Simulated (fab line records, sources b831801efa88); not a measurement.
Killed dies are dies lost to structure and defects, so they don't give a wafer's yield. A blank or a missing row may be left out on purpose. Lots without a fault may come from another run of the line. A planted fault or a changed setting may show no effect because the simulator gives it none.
A struck lot beside a sound one | flow sfq_line | 14 steps out of a route of 325
Sound: wafers L441.2, L441.3, L441.5. Struck: wafers L434.1, L434.2, L434.3. The cause comes at the end.
At each step with rows: each side's tool, then ch and its chambers, then its first start. Under that, the readings that differ: sound wafers | struck wafers | difference of the means | sigmas: that difference in standard deviations of wafers without a fault.
alike: readings whose means differ by less than 2 such deviations, and words and numbers that are the same on both sides. not compared: withheld readings, readings that some wafer has no value for, bounds like >300 that may hide the same value, and numbers for which the record gives no deviation and whose values overlap.
The two part at a step that has a row with sigmas, a row that says differs or no value, or rows on one side only. Numbers that don't overlap but have no deviation are shown without sigmas and don't part them. A reading that every wafer of one side lacks parts them only if that side has two wafers or more.

first, 6 steps without rows for these wafers: SFQ_TRILAYER_M7_LITHO_COAT_182 (resist thk 62 nm); SFQ_TRILAYER_M7_LITHO_COAT_177 (resist thk 600 nm); SFQ_TRILAYER_M7_LITHO_SOFTBAKE_181; SFQ_TRILAYER_M7_LITHO_EXPOSE_178 (exposes mask M7, target cd 500 nm); SFQ_TRILAYER_M7_LITHO_PEB_180 (peb time 60 s); SFQ_TRILAYER_M7_LITHO_DEVELOP_179 (time 60 s).
SFQ_M7_OVL_MEAS_945:
  sound on overlay-02, day 79 00:37; struck on overlay-01, day 70 17:26
  reading     | sound     | struck  | difference | sigmas
  M7_OVL (nm) | -10 -3 -4 | 9 14 17 | +19        | +3
SFQ_TRILAYER_M7_BARC_OPEN_METAL_ETCH_229: etches BARC in O2, target depth 125 nm, time 41.7 s.
  sound on rie_metal-02 ch 0,1, day 79 00:38; struck on rie_metal-02 ch 0,1, day 70 17:29
  alike: drypump_motor_current_A, oes_product_au
  not compared: rf_hours_counter_h
SFQ_TRILAYER_M7_ETCH_METAL_ETCH_180: etches Nb in Cl2/Ar, stops on SiO2, target depth 240 nm, time 120 s.
  sound on rie_metal-02 ch 0,1, day 79 00:42; struck on rie_metal-02 ch 0,1, day 70 17:32
  alike: drypump_motor_current_A, oes_product_au
  not compared: rf_hours_counter_h
SFQ_TRILAYER_M7_STRIP_STRIP_181: strips in O2.
  sound on rie_metal-02 ch 0,1, day 79 00:50; struck on rie_metal-02 ch 0,1, day 70 17:40
  alike: drypump_motor_current_A, oes_product_au
  not compared: rf_hours_counter_h
then, 1 step without rows for these wafers: SFQ_TRILAYER_M7_STRIP_SOLV_CLEAN_182 (cleans in NMP, time 600 s).
SFQ_TRILAYER_I7_DEP_PECVD_183: deposits SiO2 from SiH4/N2O, time 111.11 s, target thk 500 nm.
  sound on pecvd-04 ch 0,2, day 79 01:36; struck on pecvd-03 ch 0,1,2, day 70 18:37
  reading                | sound          | struck         | difference | sigmas
  showerhead_vpp_V (V)   | 936 834 940    | 812 791 767    | -113       | -3
  throttle_valve_pct (%) | 23.4 22.6 23.6 | 25.3 26.2 24.8 | +2.2       | +2
  alike: heater_power_w, susceptor_temp_C
SFQ_TRILAYER_I7_CMP_CMP_184: polishes SiO2.
  sound on cmp-02 ch 1,2,3, day 79 02:11; struck on cmp-01 ch 1,2,3, day 70 22:34
  reading                | sound             | struck            | difference | sigmas
  platen_rpm (rpm)       | 60.01 59.98 60.00 | 66.00 66.00 65.94 | +5.98      | +99 or more
  time_to_endpoint_s (s) | 224 229 227       | 204 212 208       | -19        | -3
  alike: motor_current_A
SFQ_I7_BOW_MEAS_946:
  sound on film_metro-01, day 79 04:42; struck on film_metro-01, day 71 01:04
  alike: I7_BOW

WHERE THEY PART
First at SFQ_M7_OVL_MEAS_945; last, within this record, at SFQ_TRILAYER_I7_CMP_CMP_184. Later steps at which nothing parts them and some readings are alike: SFQ_I7_BOW_MEAS_946.

WHY: what the simulator had put in
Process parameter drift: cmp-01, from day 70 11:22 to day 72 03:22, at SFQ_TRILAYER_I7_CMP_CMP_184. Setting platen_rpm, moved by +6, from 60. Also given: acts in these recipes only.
